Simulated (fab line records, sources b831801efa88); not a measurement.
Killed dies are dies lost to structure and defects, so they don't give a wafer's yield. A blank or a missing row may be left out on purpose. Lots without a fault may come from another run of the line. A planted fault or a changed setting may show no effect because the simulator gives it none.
fab line records | flow gf180mcu
record lots=15 wafers=45 last_day=34
route steps=602 shown V4@490 MIM@506
lots that met no fault: from a run of the same line without faults
start_h: hours from the record's first day to the start of the lot's first wafer shown | wait_h: hours since the lot's step before | " the same as in the row above | L1.1+2: a row that stands for several wafers | - no value, or no start given | * or withheld: withheld | < > ~ a bound
route shown NAME@n: a module of which the file shows steps, and the number in the route of the first | usual: mean/standard deviation of fault-free wafers | same: alike in all rows | chamber/n: place in a boat | sites: the reading at each site | _std_site: their standard deviation | _edge_site: outer sites' mean less inner sites' | radius_mm: how far each site lies from the wafer's centre | mask NAME#n: copy n | behind: the tool/chamber that last shaped the wafer | hold: why the lot was held/for how many hours/how that ended | device: the transistor (n, p or np) that didn't switch | end of line: the same wafers' tests at the end of the route | a step without rows: its recipe alone | killed: dies lost to structure and defects at the first sort, not the wafer's yield | map: a wafer's dies, x killed, . not, _ none there
set.NAME: the setting as run; set.NAME@STEP: as run at that earlier step | model.NAME: the simulator's own value behind a step, which no gauge read
steps of the route over a sample of lots; a table a step, a row a wafer
services: from which hour (start_h, from the record's first day; less than 0 if before it) a tool's chamber was out of use, for how many hours, and why
## steps
# step GF_V4_CD_MEAS_14
# recipe target_cd_nm=260
# usual cd_nm=260.0/1.1
# columns lot.wafer tool chamber start_h wait_h cd_nm
L926.1 cd_sem-01 - 558.34 0.1 259.1
L926.2 " - " " 258.5
L926.5 " - " " 258.6
L927.1 cd_sem-01 - 570.88 0.1 259.6
L927.3 " - " " 259.4
L927.4 " - " " 258.2
L931.3 cd_sem-01 - 605.28 0.1 257.4
L931.4 " - " " 258.5
L931.6 " - " " 257.7
L932.1 cd_sem-01 - 608.94 0.1 260.8
L932.3 " - " " 260.4
L932.6 " - " " 261.1
L933.3 cd_sem-01 - 620.22 0.1 260.0
L933.5 " - " " 260.3
L933.6 " - " " 259.1
L935.1 cd_sem-02 - 638.99 0.1 257.7
L935.3 " - " " 258.9
L935.5 " - " " 259.0
L936.2 cd_sem-01 - 643.01 0.1 260.5
L936.3 " - " " 260.5
L936.5 " - " " 260.0
L937.4 cd_sem-02 - 649.85 0.1 260.0
L937.5 " - " " 260.4
L937.6 " - " " 259.5
L938.2 cd_sem-01 - 655.76 0.1 260.4
L938.4 " - " " 262.0
L938.5 " - " " 260.9
L939.1 cd_sem-01 - 665.38 0.1 260.5
L939.3 " - " " 260.6
L939.6 " - " " 261.4
L940.2 cd_sem-01 - 667.90 0.1 260.1
L940.3 " - " " 261.2
L940.5 " - " " 260.9
L943.1 cd_sem-01 - 689.04 0.1 259.4
L943.4 " - " " 261.4
L943.5 " - " " 260.2
L945.3 cd_sem-02 - 703.92 0.1 258.9
L945.4 " - " " 258.3
L945.5 " - " " 259.3
L946.1 cd_sem-01 - 707.63 0.1 260.7
L946.4 " - " " 260.3
L946.5 " - " " 261.0
L947.1 cd_sem-01 - 717.04 0.1 258.5
L947.2 " - " " 258.8
L947.6 " - " " 258.8
# step GF_V4_ETCH_17
# recipe chemistry=C4F8/O2/Ar mask_material=KrF target=SiO2 stop_on=TiN source_w=1500 bias_w=1200 pressure_mtorr=40 c4f8_flow_sccm=withheld O2_flow_sccm=6 Ar_flow_sccm=300 time_s=withheld target_depth_a=6300
# usual bias_w=1200/3.6 chamber_pressure_mTorr=40.01/0.036 oes_product_au=0.855/0.0047 rf_fwd_power_W=1493/5.1
# columns lot.wafer tool chamber start_h wait_h bias_w chamber_pressure_mTorr oes_product_au rf_fwd_power_W
L926.1 rie_diel-04 2 558 - 1197 39.97 0.844 1492
L926.2 " 1 " " 1207 39.88 0.850 1491
L926.5 " 2 " " 1197 40.01 0.856 1490
L927.1 rie_diel-04 1 571 - 1201 39.99 0.858 1490
L927.3 " 2 " " 1202 40.04 0.851 1498
L927.4 " 1 " " 1206 40.01 0.855 1491
L931.3 rie_diel-02 2 605 - 1207 40.02 0.860 1492
L931.4 " 1 " " 1199 40.02 0.856 1497
L931.6 " 0 " " 1205 40.04 0.858 1499
L932.1 rie_diel-01 0 609 - 1194 39.99 0.863 1487
L932.3 " 1 " " 1197 40.02 0.858 1495
L932.6 " 0 " " 1191 39.95 0.857 1487
L933.3 rie_diel-02 1 620 - 1202 39.94 0.855 1498
L933.5 " 1 " " 1199 39.95 0.853 1497
L933.6 " 2 " " 1195 40.07 0.851 1497
L935.1 rie_diel-04 3 639 - 1208 40.03 0.859 1502
L935.3 " 0 " " 1202 39.95 0.859 1493
L935.5 " 0 " " 1197 39.99 0.856 1495
L936.2 rie_diel-04 0 643 - 1197 40.04 0.857 1491
L936.3 " 2 " " 1195 40.06 0.856 1493
L936.5 " 0 " " 1199 40.04 0.852 1494
L937.4 rie_diel-02 2 649 - - - - -
L937.5 " 3 650 - - - - -
L937.6 " 2 " " - - - -
L938.2 rie_diel-01 3 655 - - - - -
L938.4 " 2 " " - - - -
L938.5 " 0 " " - - - -
L939.1 rie_diel-04 3 665 - - - - -
L939.3 " 2 " " - - - -
L939.6 " 0 " " - - - -
L940.2 rie_diel-04 2 668 - 1203 40.02 0.860 1491
L940.3 " 1 " " 1201 40.02 0.851 1493
L940.5 " 3 " " 1202 39.97 0.863 1492
L943.1 rie_diel-01 0 689 - 1198 40.01 0.861 1494
L943.4 " 1 " " 1196 39.96 0.853 1495
L943.5 " 0 " " 1200 40.03 0.852 1494
L945.3 rie_diel-04 1 704 - 1197 40.07 0.851 1479
L945.4 " 0 " " 1194 40.03 0.856 1495
L945.5 " 0 " " 1197 40.03 0.854 1496
L946.1 rie_diel-02 2 707 - 1199 40.00 0.855 1498
L946.4 " 1 " " 1203 40.02 0.863 1491
L946.5 " 3 " " 1205 40.07 0.859 1495
L947.1 rie_diel-01 1 717 - 1200 40.01 0.860 1484
L947.2 " 2 " " 1196 39.99 0.843 1493
L947.6 " 3 " " 1205 39.96 0.850 1500
# step GF_V4_STRIP_18
# recipe chemistry=O2/N2 power_w=1400 pressure_mtorr=1500 platen_temp_c=250 o2_flow_sccm=3000 n2_flow_sccm=300 overash_fraction=0.5
# usual drypump_motor_current_A=5.8/0.47 heater_power_w=318/54 oes_product_au=0.593/0.0049
# columns lot.wafer tool chamber start_h wait_h drypump_motor_current_A heater_power_w oes_product_au rf_hours_counter_h
L926.1 plasma_asher-02 1 558.62 - 5.9 263 0.590 13
L926.2 " 0 " " 5.4 380 0.592 13
L926.5 " 0 " " 5.4 383 0.593 -
L927.1 plasma_asher-02 1 571.17 - 5.9 271 0.599 14
L927.3 " 1 " " 5.9 263 0.593 -
L927.4 " 0 " " 5.3 386 0.592 -
L931.3 plasma_asher-03 1 605.56 - 6.5 363 0.595 -
L931.4 " 0 " " 6.2 257 0.592 -
L931.6 " 0 " " 6.2 253 0.593 -
L932.1 plasma_asher-02 1 609.22 - 5.9 269 0.595 16
L932.3 " 1 " " 5.9 263 0.584 -
L932.6 " 0 " " 5.3 386 0.592 -
L933.3 plasma_asher-03 1 620.50 - 6.5 365 0.589 -
L933.5 " 1 " " 6.5 361 0.591 -
L933.6 " 0 " " 6.2 251 0.593 -
L935.1 plasma_asher-02 1 639.27 - 5.9 265 0.599 19
L935.3 " 1 " " 5.9 268 0.589 -
L935.5 " 0 " " 5.4 390 0.591 -
L936.2 plasma_asher-02 1 643.27 - 5.9 266 0.590 20
L936.3 " 0 " " 5.4 388 0.585 -
L936.5 " 1 " " 6.0 261 0.592 -
L937.4 plasma_asher-03 1 650.11 - 6.4 362 0.677 -
L937.5 " 1 " " 6.5 362 0.667 -
L937.6 " 0 " " 6.3 245 0.675 -
L938.2 plasma_asher-02 1 656.02 - 5.9 262 0.671 21
L938.4 " 1 " " 5.9 259 0.666 -
L938.5 " 1 " " 5.9 267 0.661 -
L939.1 plasma_asher-01 1 665.67 - 5.0 354 0.669 55
L939.3 " 0 " " 5.5 291 0.666 -
L939.6 " 0 " " 5.5 288 0.673 -
L940.2 plasma_asher-03 0 668.17 - 6.3 248 0.586 108
L940.3 " 0 " " 6.2 247 0.591 -
L940.5 " 1 " " 6.5 367 0.596 -
L943.1 plasma_asher-01 1 689.32 - 5.0 352 0.600 57
L943.4 " 0 " " 5.5 289 0.597 -
L943.5 " 1 " " 5.0 341 0.590 -
L945.3 plasma_asher-01 1 704.20 - 5.1 345 0.587 -
L945.4 " 0 " " 5.5 282 0.609 -
L945.5 " 1 " " 5.1 350 0.599 -
L946.1 plasma_asher-02 0 707.92 - 5.4 392 0.598 27
L946.4 " 0 " " 5.4 387 0.600 -
L946.5 " 1 " " 5.9 266 0.588 -
L947.1 plasma_asher-02 0 717.32 - 5.4 376 0.583 28
L947.2 " 1 " " 5.9 265 0.593 28
L947.6 " 0 " " 5.4 372 0.588 -
# step GF_V4_CVD_23
# recipe material=W target_thk_nm=350 time_s=104.9 temp_c=400 pressure_torr=40
# usual heater_power_w=898/73
# columns lot.wafer tool chamber start_h wait_h heater_power_w
L926.1 cvd_w-01 0 559.26 0.0 821
L926.2 " 1 " " 823
L926.5 " 0 " " 831
L927.1 cvd_w-01 0 571.89 0.0 846
L927.3 " 1 " " 834
L927.4 " 0 " " 833
L931.3 cvd_w-02 1 606.19 0.1 869
L931.4 " 0 " " 1024
L931.6 " 0 " " 995
L932.1 cvd_w-01 0 609.86 0.0 836
L932.3 " 1 " " 831
L932.6 " 1 " " 835
L933.3 cvd_w-01 0 621.14 0.1 856
L933.5 " 1 " " 821
L933.6 " 0 " " 854
L935.1 cvd_w-02 1 639.97 0.0 863
L935.3 " 1 " " 856
L935.5 " 1 " " 877
L936.2 cvd_w-02 0 643.92 0.0 1009
L936.3 " 1 " " 875
L936.5 " 1 " " 848
L937.4 cvd_w-02 0 650.74 0.1 1019
L937.5 " 0 " " 997
L937.6 " 1 " " 883
L938.2 cvd_w-02 0 656.66 0.0 1024
L938.4 " 1 " " 873
L938.5 " 1 " " 859
L939.1 cvd_w-01 1 666.30 0.0 815
L939.3 " 0 " " 844
L939.6 " 1 " " 833
L940.2 cvd_w-02 0 668.80 0.0 1006
L940.3 " 0 " " 1018
L940.5 " 1 " " 861
L943.1 cvd_w-01 1 689.96 0.0 849
L943.4 " 0 " " 864
L943.5 " 1 " " 842
L945.3 cvd_w-02 1 704.87 0.1 867
L945.4 " 0 " " 989
L945.5 " 0 " " 993
L946.1 cvd_w-02 0 708.58 0.0 1016
L946.4 " 1 " " 887
L946.5 " 0 " " 1012
L947.1 cvd_w-02 0 717.96 0.0 1020
L947.2 " 1 " " 888
L947.6 " 0 " " 1025
# step GF_MIM_SPUTTER_03
# recipe material=Ti target_thk_nm=10 substrate_temp_c=300 chamber_pressure_pa=0.3 power_w=3000 time_s=6.7
# usual chamber_pressure_pa=0.3000/0.00059 throttle_valve_pct=30.2/0.8
# columns lot.wafer tool chamber start_h wait_h chamber_pressure_pa throttle_valve_pct
L926.1 pvd_sputter-03 - 560.01 0.0 0.2991 29.5
L926.2 " - " " 0.3005 31.0
L926.5 " - " " 0.3001 30.6
L927.1 pvd_sputter-01 - 572.65 0.0 0.2997 29.2
L927.3 " - " " 0.3006 30.5
L927.4 " - " " 0.2998 30.4
L931.3 pvd_sputter-01 - 606.91 0.0 0.2993 29.9
L931.4 " - " " 0.2996 29.3
L931.6 " - " " 0.3004 29.4
L932.1 pvd_sputter-04 - 610.61 0.0 0.3000 30.7
L932.3 " - " " 0.2997 30.3
L932.6 " - " " 0.2994 30.6
L933.3 pvd_sputter-04 - 621.85 0.0 0.3002 30.4
L933.5 " - " " 0.3014 28.5
L933.6 " - " " 0.3007 30.6
L935.1 pvd_sputter-04 - 640.72 0.0 0.2994 30.3
L935.3 " - " " 0.3010 30.3
L935.5 " - " " 0.2994 30.2
L936.2 pvd_sputter-01 - 644.67 0.0 0.3003 29.8
L936.3 " - " " 0.3004 30.0
L936.5 " - " " 0.2993 30.1
L940.2 pvd_sputter-03 - 669.55 0.0 0.2994 31.5
L940.3 " - " " 0.2999 29.4
L940.5 " - " " 0.2994 30.9
L943.1 pvd_sputter-03 - 690.72 0.0 0.3000 31.1
L943.4 " - " " 0.3000 30.8
L943.5 " - " " 0.2997 30.5
L945.3 pvd_sputter-03 - 705.59 0.0 0.2995 30.8
L945.4 " - " " 0.3006 31.5
L945.5 " - " " 0.3014 30.8
L946.1 pvd_sputter-01 - 709.79 0.0 0.2998 29.8
L946.4 " - " " 0.2997 30.5
L946.5 " - " " 0.2998 30.3
L947.1 pvd_sputter-04 - 718.71 0.0 0.3011 30.4
L947.2 " - " " 0.2987 28.7
L947.6 " - " " 0.3006 30.2
## services
# columns tool chamber start_h hours kind
rie_diel-02 2 535.74 2.2 repair
rie_diel-04 1 540.79 3.3 repair
cvd_w-01 0 542.28 15.1 repair
rie_diel-04 - 548.26 0.4 repair
rie_diel-02 3 566.31 2.5 repair
rie_diel-04 3 568.47 13.8 repair
rie_diel-04 1 573.56 9.2 repair
rie_diel-01 - 577.20 14.6 pm
plasma_asher-02 - 580.96 28.1 pm
pvd_sputter-04 - 612.29 5.0 repair
rie_diel-02 3 616.61 3.6 repair
cvd_w-01 - 619.06 1.0 repair
cvd_w-02 - 625.47 0.3 repair
rie_diel-04 1 628.52 20.8 repair
rie_diel-02 3 630.17 5.3 repair
rie_diel-04 2 630.63 3.7 repair
cvd_w-01 - 637.36 28.1 pm
plasma_asher-03 - 645.74 0.7 repair
rie_diel-02 0 662.18 2.2 repair
plasma_asher-02 - 666.65 0.3 repair
rie_diel-04 1 676.63 9.2 repair
rie_diel-04 3 687.05 4.7 repair
cvd_w-02 - 687.74 6.9 pm
rie_diel-04 - 688.92 6.2 repair
## key
first_sign step=GF_V4_ETCH_17 reading=tool_record direction=missing
effect step=GF_V4_STRIP_18 reading=oes_product_au direction=up sigmas=16 usual=0.593 struck=0.670
met_at GF_V4_ETCH_17
struck_lots L937,L938,L939
later_rows_left_out L937.4,L937.5,L937.6,L938.2,L938.4,L938.5,L939.1,L939.3,L939.6
sort_left_out L937.4,L937.5,L937.6,L938.2,L938.4,L938.5,L939.1,L939.3,L939.6
not_acting_at GF_V4_CD_MEAS_14,GF_V4_CVD_23,GF_MIM_SPUTTER_03
onset_between 643 649
fault kind=skipped_step_whole tool=rie_diel-01,rie_diel-02,rie_diel-04 chamber=- onset_h=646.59 steps=GF_V4_ETCH_17 scope=struck_lots_only
# sort_left_out: the simulated sort isn't trusted on such a fault, so these wafers' sort isn't shown, and their yield isn't known
# later_rows_left_out: the simulator's readings of these wafers behind a module that went badly wrong aren't trusted and aren't shown, but for the sort
